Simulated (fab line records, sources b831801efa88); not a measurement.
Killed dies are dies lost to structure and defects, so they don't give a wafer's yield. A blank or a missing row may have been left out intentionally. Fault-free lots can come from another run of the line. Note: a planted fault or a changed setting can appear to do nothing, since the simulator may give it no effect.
Which tool did it? || flow gf180mcu || route of 602 steps, sampled at 1 step: 7 lots, 21 wafers

WHAT EACH GAUGE READ, for each wafer
GF_V1_CD_MEAS_14 targets a cd of 260 nm.
{"lot": "L986", "measured": "day 19 08:26", "on": "cdSem-02", "cdNm (nm)": "260.5 259.5 259.3"}
{"lot": "L988", "measured": "day 20 04:16", "on": "cdSem-01", "cdNm (nm)": "260.5 260.3 260.1"}
{"lot": "L990", "measured": "day 21 08:18", "on": "cdSem-01", "cdNm (nm)": "260.9 260.1 259.5"}
{"lot": "L996", "measured": "day 23 03:10", "on": "cdSem-01", "cdNm (nm)": "258.7 257.6 258.7"}
{"lot": "L100", "measured": "day 24 07:34", "on": "cdSem-01", "cdNm (nm)": "262.8 261.5 261.7"}
{"lot": "L103", "measured": "day 25 05:34", "on": "cdSem-01", "cdNm (nm)": "260.1 259.8 260.7"}
{"lot": "L105", "measured": "day 25 18:27", "on": "cdSem-01", "cdNm (nm)": "259.3 259.5 259.1"}

TOOL THAT RAN EACH LOT (tool first, then ch and the chambers of the sampled wafers, then the start)
The record holds no process step before these readings.

THE ANSWER, worked out from the rows above alone
Rule: the lots themselves supply what counts as usual. The widest of any qualifying gaps counts: lots, ordered by their means at a reading, are off when they make up no more than a third of the lots, leave a main group of 4 or more, and stand apart from it by 3 or more times the standard deviation of that group's means. Not used: any main group whose means are identical at the precision the tables above print for the reading. A lot without any number at a reading at which 4 lots or more have one is off too. Where the step has rows for the other lots, those lots are counted as sound.
No lot is off on any of the readings shown, so nothing can be concluded from this.

WHAT HAD BEEN PUT IN BY THE SIMULATOR
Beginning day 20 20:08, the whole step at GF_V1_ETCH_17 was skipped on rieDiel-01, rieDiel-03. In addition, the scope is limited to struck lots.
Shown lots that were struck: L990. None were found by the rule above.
